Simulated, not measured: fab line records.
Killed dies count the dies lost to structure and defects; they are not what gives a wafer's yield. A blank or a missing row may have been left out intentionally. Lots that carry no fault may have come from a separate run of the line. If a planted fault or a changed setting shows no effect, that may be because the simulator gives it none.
Matching of chambers || flow gf180mcu || pecvd-01 running GF_V2_CVD_02: 3 sister chambers
The step deposits SiO2 from TEOS, target thk 850 nm, time 94.851 s. 3 wafers are shown with their chamber, then 7 later ones without.

## WAFERS WITH THEIR CHAMBER
{"wafer": "L278.3", "chamber": 0, "heaterPowerOuterW (W)": 509}
{"wafer": "L281.4", "chamber": 2, "heaterPowerOuterW (W)": 311}
{"wafer": "L281.5", "chamber": 1, "heaterPowerOuterW (W)": 287}

## WAFERS WHOSE CHAMBER IS MISSING
{"wafer": "L281.6", "heaterPowerOuterW (W)": 518}
{"wafer": "L282.2", "heaterPowerOuterW (W)": 428}
{"wafer": "L282.3", "heaterPowerOuterW (W)": 315}
{"wafer": "L282.4", "heaterPowerOuterW (W)": 469}
{"wafer": "L286.1", "heaterPowerOuterW (W)": 395}
{"wafer": "L286.3", "heaterPowerOuterW (W)": 425}
{"wafer": "L286.6", "heaterPowerOuterW (W)": 468}

## WHICH CHAMBER EACH ONE RAN IN
{"wafer": "L281.6", "from the rows above": 0, "in truth": 0}
{"wafer": "L282.2", "from the rows above": "can't be placed: 0 or 2 or 1", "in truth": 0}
{"wafer": "L282.3", "from the rows above": "can't be placed: 2 or 1", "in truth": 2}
{"wafer": "L282.4", "from the rows above": 0, "in truth": 0}
{"wafer": "L286.1", "from the rows above": "can't be placed: 2 or 1 or 0", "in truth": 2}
{"wafer": "L286.3", "from the rows above": "can't be placed: 0 or 2 or 1", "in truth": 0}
{"wafer": "L286.6", "from the rows above": "can't be placed: 0 or 2", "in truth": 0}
Correct placement for 2 of the 7. From these rows, 5 cannot be placed; in 5 the true chamber is one of the candidates. Wrongly placed: 0.
How it was worked out, from the rows above alone: a wafer's distance from a chamber is the root of the sum, over the readings, of the square of ((its reading less the chamber's mean) divided by the reading's scatter). If the next closest chamber is less than 2 further off than the closest, the wafer can't be placed; otherwise it belongs to the closest. A chamber's mean is the mean of its shown wafers. The scatter (one wafer shown for each chamber): square how far every hidden wafer sits from the nearest shown wafer, average those squares and take the square root.
